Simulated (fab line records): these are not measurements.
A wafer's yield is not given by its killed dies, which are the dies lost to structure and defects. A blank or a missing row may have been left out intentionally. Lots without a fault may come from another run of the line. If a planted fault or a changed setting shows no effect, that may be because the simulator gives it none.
A lot that was struck, set against a sound lot | flow gf180mcu | 14 steps out of a route of 602
Sound: the wafers L578.1, L578.5, L578.6. Wafers L590.1, L590.3, L590.6 were the ones struck. At the end, the cause is stated.
At each step with rows: each side's tool, then ch and its chambers, then its first start. Under that, the readings that differ: sound wafers | struck wafers | difference of the means | sigmas: that difference in standard deviations of wafers without a fault.
alike: readings with means less than 2 such deviations apart, plus words and numbers identical on both sides. not compared: withheld readings, readings lacking a value on some wafer, bounds such as >300 that could conceal the same value, and numbers that have no deviation in the record and whose values overlap.
A row with sigmas, a row that says differs or no value, or rows on one side alone: a step with any of these is where the two part. Numbers that don't overlap but have no deviation are shown without sigmas and don't part them. A reading missing from all wafers of one side parts the sides only when that side holds two or more wafers.

first, 3 steps without rows for these wafers: GF_CONTACT_CLEAN_19 (cleans in SPM); GF_CONTACT_CLEAN_20 (cleans in DIW); GF_CONTACT_CLEAN_21 (cleans in dHF, time 20 s).
GF_CONTACT_SPUTTER_22: material Ti, target thk 15 nm, time 80.02 s.
  struck on pvd-sputter-01, day 22 22:39; sound on pvd-sputter-02, day 18 05:58
  alike: cathode-dc-power-W, throttle-valve-pct
then, 1 step without rows for these wafers: GF_CONTACT_SPUTTER_23 (material TiN, target thk 10 nm, time 40 s).
GF_CONTACT_CVD_24: deposits W, target thk 300 nm, time 90.339 s.
  sound on cvd-w-02 ch 0,1, day 18 06:04; struck on cvd-w-02 ch 0,1, day 22 22:45
  alike: heater-power-w
GF_CONTACT_RS_MEAS_25: the measuring method here is four-point-probe.
  struck on film-metro-03, day 22 22:51; sound on film-metro-01, day 18 06:10
  alike: CONTACT_W_RS
GF_CONTACT_THK_MEAS_26: measures by xrf.
  struck on film-metro-03, day 22 22:58; sound on film-metro-01, day 18 06:17
  alike: CONTACT_W_THK
GF_CONTACT_CMP_27: polishes, stops on SiO2, t overpolish 15 s, target thk 0 nm.
  sound on cmp-01 ch 0,3, day 18 06:20; struck on cmp-01 ch 0,2,3, day 22 23:05
  alike: motor-current-A, overpolish-run-s, slurry-filter-dp-kPa, time-to-endpoint-s
then, 1 step without rows for these wafers: GF_M1_SPUTTER_00 (material Ti, target thk 37.5 nm, time 150 s).
GF_M1_SPUTTER_01: material TiN, target thk 30 nm, time 25 s.
  struck on pvd-sputter-02, day 22 23:26; sound on pvd-sputter-04, day 18 06:44
  alike: cathode-dc-power-W, throttle-valve-pct
then, 1 step without rows for these wafers: GF_M1_SPUTTER_02 (material AlCu, target thk 450 nm, time 23.9 s).
GF_M1_SPUTTER_03: material Ti, target thk 10 nm, time 6.7 s.
  struck on pvd-sputter-02, day 22 23:29; sound on pvd-sputter-04, day 18 06:48
  reading                               | sound                | struck               | difference | sigmas
  cathode-dc-power-W (W)                | 2999.3 3000.8 2999.1 | 3112.6 3113.0 3113.2 | +113.2     | +99 or more
  model.Ti_of_M1_SPUTTER_03.thk-nm (nm) | 10.06 10.01 9.988    | 10.57 10.53 10.66    | +0.57      |
  alike: throttle-valve-pct
GF_M1_SPUTTER_04: material TiN, target thk 50 nm, time 41.7 s.
  struck on pvd-sputter-02, day 22 23:31; sound on pvd-sputter-04, day 18 06:49
  alike: cathode-dc-power-W, throttle-valve-pct

## WHERE THEY PART
Only at GF_M1_SPUTTER_03, within this record. Later steps at which nothing parts them and some readings are alike: GF_M1_SPUTTER_04.

WHY: what the simulator had put in
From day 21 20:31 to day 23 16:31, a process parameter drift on pvd-sputter-02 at GF_M1_SPUTTER_03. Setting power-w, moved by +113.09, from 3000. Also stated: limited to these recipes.
